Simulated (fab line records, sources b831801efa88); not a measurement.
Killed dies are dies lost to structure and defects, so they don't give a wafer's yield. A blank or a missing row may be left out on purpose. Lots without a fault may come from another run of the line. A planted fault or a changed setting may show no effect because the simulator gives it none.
fab line records | flow sky130
record lots=12 wafers=36 last_day=49
route steps=708 shown VIA2@516 METAL3@533 PAD_OPEN@708
lots that met no fault: from a run of the same line without faults
start_h: hours from the record's first day to the start of the lot's first wafer shown | wait_h: hours since the lot's step before | " the same as in the row above | L1.1+2: a row that stands for several wafers | - no value, or no start given | * or withheld: withheld | < > ~ a bound
route shown NAME@n: a module of which the file shows steps, and the number in the route of the first | usual: mean/standard deviation of fault-free wafers | same: alike in all rows | chamber/n: place in a boat | sites: the reading at each site | _std_site: their standard deviation | _edge_site: outer sites' mean less inner sites' | radius_mm: how far each site lies from the wafer's centre | mask NAME#n: copy n | behind: the tool/chamber that last shaped the wafer | hold: why the lot was held/for how many hours/how that ended | device: the transistor (n, p or np) that didn't switch | end of line: the same wafers' tests at the end of the route | a step without rows: its recipe alone | killed: dies lost to structure and defects at the first sort, not the wafer's yield | map: a wafer's dies, x killed, . not, _ none there
set.NAME: the setting as run; set.NAME@STEP: as run at that earlier step | model.NAME: the simulator's own value behind a step, which no gauge read
steps of the route over a sample of lots; a table a step, a row a wafer
services: from which hour (start_h, from the record's first day; less than 0 if before it) a tool's chamber was out of use, for how many hours, and why
## steps
# step SKY_VIA2_EXPOSE_09
# recipe mask_id=VIM2 na=0.8 source_shape=annular sigma_inner=0.55 sigma_outer=0.85 target_cd_nm=200 dose_mj=38
# columns lot.wafer tool chamber start_h wait_h mask
L714.1+3+4 krf_scanner-01 0 852.33 - VIM2#0
L715.2+3+4 krf_scanner-01 0 853.63 - VIM2#0
L716.1+2+6 krf_scanner-02 0 871.84 - VIM2#0
L717.1+5+6 krf_scanner-02 0 872.56 - VIM2#0
L719.1+3+6 krf_scanner-02 0 883.72 - VIM2#0
L718.1+2+5 krf_scanner-01 0 886.59 - VIM2#0
L720.3+4+6 krf_scanner-01 0 895.80 - VIM2#0
L721.3+5+6 krf_scanner-02 0 898.12 - VIM2#0
L724.4+5+6 krf_scanner-01 0 935.90 - VIM2#0
L727.1+2+6 krf_scanner-02 0 948.29 - VIM2#0
L728.2+3+6 krf_scanner-01 0 953.60 - VIM2#0
L729.2+3+5 krf_scanner-01 0 962.98 - VIM2#0
# step SKY_VIA2_CD_MEAS_12
# recipe target_cd_nm=200
# usual cd_nm=200.1/1.4
# columns lot.wafer tool chamber start_h wait_h cd_nm
L714.1 cd_sem-01 - 864.81 - 201.0
L714.3 " - " " 200.9
L714.4 " - " " 201.6
L715.2 cd_sem-01 - 866.14 - 198.6
L715.3 " - " " 200.7
L715.4 " - " " 199.9
L716.1 cd_sem-02 - 884.42 - 199.6
L716.2 " - " " 199.8
L716.6 " - " " 200.9
L717.1 cd_sem-02 - 885.51 - 198.8
L717.5 " - " " 198.2
L717.6 " - " " 199.8
L719.1 cd_sem-01 - 897.16 - 200.6
L719.3 " - " " 200.3
L719.6 " - " " 200.4
L718.1 cd_sem-02 - 898.92 - 197.9
L718.2 " - " " 198.1
L718.5 " - " " 198.5
L720.3 cd_sem-02 - 908.35 - 202.6
L720.4 " - " " 202.4
L720.6 " - " " 201.7
L721.3 cd_sem-02 - 909.86 - 200.7
L721.5 " - " " 200.8
L721.6 " - " " 201.4
L724.4 cd_sem-02 - 947.42 - 199.7
L724.5 " - " " 200.6
L724.6 " - " " 199.8
L727.1 cd_sem-01 - 959.46 - 200.4
L727.2 " - " " 202.7
L727.6 " - " " 201.5
L728.2 cd_sem-02 - 964.93 - 200.1
L728.3 " - " " 199.2
L728.6 " - " " 199.2
L729.2 cd_sem-02 - 975.13 - 198.0
L729.3 " - " " 198.0
L729.5 " - " " 198.3
# step SKY_VIA2_OVL_MEAS_13
# usual VIA2_OVL=6/5.7
# columns lot.wafer tool chamber start_h wait_h VIA2_OVL[nm]
L714.1 overlay-02 - 864.93 0.1 2
L714.3 " - " " -1
L714.4 " - " " -7
L715.2 overlay-02 - 866.24 0.1 0
L715.3 " - " " 5
L715.4 " - " " 1
L716.1 overlay-02 - 884.54 0.1 9
L716.2 " - " " 12
L716.6 " - " " 6
L717.1 overlay-02 - 885.63 0.1 -1
L717.5 " - " " -5
L717.6 " - " " 3
L719.1 overlay-02 - 897.28 0.1 4
L719.3 " - " " 5
L719.6 " - " " 10
L718.1 overlay-02 - 899.04 0.1 9
L718.2 " - " " 3
L718.5 " - " " 10
L720.3 overlay-02 - 908.44 0.1 16
L720.4 " - " " 14
L720.6 " - " " 13
L721.3 overlay-02 - 909.95 0.1 3
L721.5 " - " " 1
L721.6 " - " " 5
L724.4 overlay-02 - 947.50 0.1 42
L724.5 " - " " 40
L724.6 " - " " 41
L727.1 overlay-01 - 959.58 0.1 8
L727.2 " - " " -9
L727.6 " - " " -2
L728.2 overlay-02 - 965.04 0.1 45
L728.3 " - " " 41
L728.6 " - " " 40
L729.2 overlay-01 - 975.24 0.1 37
L729.3 " - " " 35
L729.5 " - " " 35
# step SKY_METAL3_SPUTTER_01
# recipe material=TiN target_thk_nm=20 power_w=6500 time_s=16.7 chamber_pressure_pa=0.4
# usual throttle_valve_pct=30.0/0.9
# same time_s=16.7
# columns lot.wafer tool chamber start_h wait_h throttle_valve_pct
L714.1 pvd_sputter-04 - 866.49 0.0 31.2
L714.3 " - " " 30.6
L714.4 " - " " 28.9
L715.2 pvd_sputter-04 - 867.77 0.0 28.6
L715.3 " - " " 30.6
L715.4 " - " " 31.0
L716.1 pvd_sputter-03 - 886.00 0.0 30.2
L716.2 " - " " 30.1
L716.6 " - " " 29.7
L717.1 pvd_sputter-03 - 887.10 0.0 30.0
L717.5 " - " " 28.7
L717.6 " - " " 30.3
L719.1 pvd_sputter-01 - 898.80 0.0 31.2
L719.3 " - " " 29.8
L719.6 " - " " 30.0
L718.1 pvd_sputter-01 - 900.55 0.0 31.4
L718.2 " - " " 29.7
L718.5 " - " " 30.9
L720.3 pvd_sputter-03 - 909.94 0.0 30.3
L720.4 " - " " 28.5
L720.6 " - " " 28.2
L721.3 pvd_sputter-03 - 911.42 0.0 30.3
L721.5 " - " " 30.2
L721.6 " - " " 30.0
L724.4 pvd_sputter-01 - 949.17 0.0 29.8
L724.5 " - " " 31.2
L724.6 " - " " 30.3
L727.1 pvd_sputter-03 - 961.01 0.0 30.2
L727.2 " - " " 30.0
L727.6 " - " " 30.3
L728.2 pvd_sputter-04 - 966.93 0.0 31.2
L728.3 " - " " 29.5
L728.6 " - " " 28.7
L729.2 pvd_sputter-01 - 976.72 0.0 30.1
L729.3 " - " " 31.0
L729.5 " - " " 31.7
# step SKY_METAL3_SPUTTER_04
# recipe material=TiN target_thk_nm=70 power_w=6500 time_s=58.3 chamber_pressure_pa=0.4
# usual throttle_valve_pct=30.0/0.9
# same time_s=58.3
# columns lot.wafer tool chamber start_h wait_h throttle_valve_pct
L714.1 pvd_sputter-04 - 866.57 0.0 31.0
L714.3 " - " " 30.6
L714.4 " - " " 28.7
L715.2 pvd_sputter-04 - 867.85 0.0 28.5
L715.3 " - " " 30.2
L715.4 " - " " 31.6
L716.1 pvd_sputter-03 - 886.09 0.0 30.3
L716.2 " - " " 30.3
L716.6 " - " " 30.0
L717.1 pvd_sputter-03 - 887.18 0.0 29.7
L717.5 " - " " 28.5
L717.6 " - " " 30.4
L719.1 pvd_sputter-01 - 898.88 0.0 31.3
L719.3 " - " " 30.1
L719.6 " - " " 29.9
L718.1 pvd_sputter-01 - 900.64 0.0 31.4
L718.2 " - " " 29.7
L718.5 " - " " 31.0
L720.3 pvd_sputter-03 - 910.03 0.0 30.3
L720.4 " - " " 28.8
L720.6 " - " " 28.8
L721.3 pvd_sputter-03 - 911.50 0.0 30.2
L721.5 " - " " 29.8
L721.6 " - " " 30.3
L724.4 pvd_sputter-01 - 949.25 0.0 29.6
L724.5 " - " " 30.9
L724.6 " - " " 30.4
L727.1 pvd_sputter-03 - 961.09 0.0 30.3
L727.2 " - " " 30.3
L727.6 " - " " 30.1
L728.2 pvd_sputter-04 - 967.01 0.0 31.1
L728.3 " - " " 29.7
L728.6 " - " " 28.7
L729.2 pvd_sputter-01 - 976.80 0.0 30.4
L729.3 " - " " 31.0
L729.5 " - " " 31.2
# step SKY_PAD_OPEN_PROBE_99
# usual defect_limited_yield=82.4/2.1 killed_at_M0_to_M3=44/7.3 killed_at_M4_up=3.0/1.9 killed_at_contacts=24/5 killed_at_front_end=16/4.5 killed_at_other=0.3/0.46 killed_dies=87/10 killed_open=47/8.3 killed_short=39/6.4 sort_bin_3_pad_short=0.8/0.43 sort_bin_5_function=10.5/1.6 sort_bin_6_memory=6.3/1.1 sort_n_pass=405/10 sort_yield_pct=82.4/2.1
# same gross_dies=492 killed_at_back_side=0 sort_bin_4_leakage[%]=0 sort_bin_8_speed[%]=0
# columns lot.wafer tool chamber start_h wait_h defect_limited_yield[%] killed_at_M0_to_M3 killed_at_M4_up killed_at_contacts killed_at_front_end killed_at_other killed_dies killed_open killed_short sort_bin_3_pad_short[%] sort_bin_5_function[%] sort_bin_6_memory[%] sort_n_pass sort_yield_pct[%]
L716.1 prober-01 - 1102.73 0.1 79.1 57 1 31 14 0 103 64 39 1.2 11.4 8.3 389 79.1
L716.2 prober-01 - 1102.78 0.1 83.7 43 1 22 14 0 80 44 36 0.4 9.8 6.1 412 83.7
L716.6 prober-01 - 1102.98 0.2 81.5 55 1 24 10 1 91 54 37 0.4 10.4 7.7 401 81.5
# killed by level:class
L716.1 CONTACT:geometric_particle:open=11 VIA1:geometric_particle:open=11 VIA3:geometric_particle:open=11 VIA2:geometric_particle:open=9 METAL1:geometric_particle:short=8 LI_CONTACT:geometric_particle:open=8 CONTACT:geometric_particle:short=7 METAL2:geometric_particle:short=5
L716.2 VIA1:geometric_particle:open=11 CONTACT:geometric_particle:open=10 VIA1:geometric_particle:short=6 VIA2:geometric_particle:open=6 LI_CONTACT:geometric_particle:open=5 VIA3:geometric_particle:open=5 METAL3:geometric_particle:short=4 FIELD_ISO:geometric_particle:short=3
L716.6 VIA1:geometric_particle:open=12 VIA3:geometric_particle:open=10 CONTACT:geometric_particle:open=10 LI_CONTACT:geometric_particle:open=6 VIA2:geometric_particle:open=6 METAL1:geometric_particle:short=6 VIA1:geometric_particle:short=6 POLY_GATE:geometric_particle:short=4
## services
# columns tool chamber start_h hours kind
pvd_sputter-04 3 832.59 - consumable_replace:kit
pvd_sputter-04 3 832.59 18.0 scheduled_down
pvd_sputter-04 3 832.59 18.0 vent_cycle
krf_scanner-02 - 834.82 2.3 repair
krf_scanner-01 - 840.41 1.0 repair
pvd_sputter-04 - 843.62 0.5 repair
krf_scanner-02 - 852.74 4.1 repair
krf_scanner-01 - 872.93 1.0 pm
krf_scanner-02 - 886.16 3.6 pm
krf_scanner-02 - 890.69 1.0 pm
krf_scanner-01 - 892.09 0.8 pm
krf_scanner-02 - 905.49 1.3 pm
pvd_sputter-04 - 905.67 3.5 repair
pvd_sputter-04 - 923.89 1.2 repair
pvd_sputter-01 2 928.20 - consumable_replace:kit
pvd_sputter-01 2 928.20 18.0 scheduled_down
pvd_sputter-01 2 928.20 18.0 vent_cycle
krf_scanner-02 - 937.93 0.8 pm
pvd_sputter-03 0 958.13 - consumable_replace:kit
pvd_sputter-03 0 958.13 18.0 scheduled_down
pvd_sputter-03 0 958.13 18.0 vent_cycle
krf_scanner-01 - 961.37 1.3 pm
krf_scanner-02 - 976.52 0.4 repair
## key
first_sign step=SKY_VIA2_OVL_MEAS_13 reading=VIA2_OVL direction=up sigmas=6 usual=6 struck=40
effect none on later readings
met_at SKY_VIA2_EXPOSE_09
struck_lots L724,L728,L729
not_acting_at SKY_VIA2_CD_MEAS_12,SKY_METAL3_SPUTTER_01,SKY_METAL3_SPUTTER_04
onset_between 895.80 935.90
fault kind=scanner_matching_overlay tool=krf_scanner-01 chamber=- onset_h=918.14 steps=SKY_VIA2_EXPOSE_09 offset=34.212
